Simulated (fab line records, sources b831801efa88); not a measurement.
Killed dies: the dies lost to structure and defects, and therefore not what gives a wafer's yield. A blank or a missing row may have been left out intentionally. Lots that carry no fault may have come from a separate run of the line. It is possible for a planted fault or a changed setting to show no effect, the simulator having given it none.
Split-lot study | flow sky130 | 5 lots, 23 wafers read, on a route of 708 steps

THE SPLIT
At SKY_DNWELL_COAT_02 (resist thk 3000 nm), the setting resistThkNm was moved away from the recipe's 3000 nm on 5 of the 23 wafers read, by -5.7% to -4.1%. All remaining wafers had this setting at the recipe value.

The reading is taken at the split's own step.

THE READING
coat_of_DNWELL_COAT_02.thkNm (the simulator's own value, which no gauge read), in nm, at SKY_DNWELL_COAT_02 (resist thk 3000 nm). The file gives no usual value for it. Across the 18 wafers here that went through the recipe, the average is 3003 nm and the standard deviation 4.7 nm.

wafer  | tool, chamber at the split | resistThkNm as run, nm | against the recipe | coat_of_DNWELL_COAT_02.thkNm, nm | against lot-mates on the recipe
L074.1 | lithoTrack-03, 0           | 3000                   | recipe             | 3001                             | -
L074.4 | lithoTrack-03, 0           | 3000                   | recipe             | 2996                             | -
L074.6 | lithoTrack-03, 0           | 3000                   | recipe             | 2998                             | -
L077.1 | lithoTrack-03, 0           | 3000                   | recipe             | 2998                             | -
L077.2 | lithoTrack-03, 0           | 3000                   | recipe             | 3003                             | -
L077.3 | lithoTrack-03, 0           | 3000                   | recipe             | 3003                             | -
L077.5 | lithoTrack-03, 0           | 3000                   | recipe             | 3003                             | -
L077.4 | lithoTrack-03, 0           | 3000                   | recipe             | 3005                             | -
L081.1 | lithoTrack-02, 0           | 3000                   | recipe             | 3000                             | -
L081.2 | lithoTrack-02, 0           | 3000                   | recipe             | 2999                             | -
L081.6 | lithoTrack-02, 0           | 3000                   | recipe             | 2999                             | -
L081.4 | lithoTrack-02, 0           | 3000                   | recipe             | 3001                             | -
L081.5 | lithoTrack-02, 0           | 3000                   | recipe             | 3001                             | -
L082.1 | lithoTrack-04, 0           | 3000                   | recipe             | 3017                             | -
L082.2 | lithoTrack-04, 0           | 3000                   | recipe             | 3006                             | -
L082.3 | lithoTrack-04, 0           | 2877                   | -4.1%              | 2877                             | -134
L082.4 | lithoTrack-04, 0           | 2877                   | -4.1%              | 2883                             | -128
L082.6 | lithoTrack-04, 0           | 2877                   | -4.1%              | 2888                             | -124
L084.1 | lithoTrack-02, 0           | 3000                   | recipe             | 3009                             | -
L084.3 | lithoTrack-02, 0           | 2830                   | -5.7%              | 2829                             | -177
L084.4 | lithoTrack-02, 0           | 3000                   | recipe             | 3004                             | -
L084.5 | lithoTrack-02, 0           | 2830                   | -5.7%              | 2842                             | -164
L084.6 | lithoTrack-02, 0           | 3000                   | recipe             | 3005                             | -

FIT RESULTS
A straight line over all 23 wafers: coat_of_DNWELL_COAT_02.thkNm changes by +29.4 nm for each +1% of resistThkNm; r = +1.00; the points scatter about the line by 5.1 nm.
The same after taking each lot's own level away (the mean of its wafers on the recipe; 23 wafers): +30.6 nm for each +1%; r = +1.00; scatter 3.9 nm.
That fit puts the effect of the largest move of resistThkNm on the reading at 1.7e+02 nm.
Measured against the standard deviation above, the lots' own levels, which go from 2998.3 to 3011.5 nm, span 2.8 times it.
Hence the lot-to-lot level has little effect on the slope; both slopes agree.
Check: -173 nm against its lot-mates is what the line predicts for one of the wafers moved furthest among these (-5.7%) when that wafer is left out of the fit. It came out at -177 nm against them.

ADDITIONAL SPLITS CARRIED BY THESE WAFERS
These wafers also went through other splits before the reading. Each is held against what the fit with the lots' levels taken away leaves over:
other split on the same wafers   | wafers away from the commonest value | r with coat_of_DNWELL_COAT_02.thkNm (lot level and that fit taken away)
SKY_FIELD_ISO_OXIDATION_01 tempC | 10                                   | +0.20

THE WHOLE CHAIN: every reading that the file lists as answering this split, in the file's order
step                | what it does       | reading                                                                       | change (the file's fit)              | r (the file's)
SKY_DNWELL_COAT_02  | resist thk 3000 nm | coat_of_DNWELL_COAT_02.thkNm (the simulator's own value, which no gauge read) | +30.6 nm for each +1% of the setting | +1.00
SKY_DNWELL_STRIP_08 | strips in O2/N2    | stripTimeToEndpointS                                                          | withheld for each +1% of the setting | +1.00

THE FILE'S OWN FIT
coat_of_DNWELL_COAT_02.thkNm changes by +30.6 nm for each +1% of resistThkNm, r = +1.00.
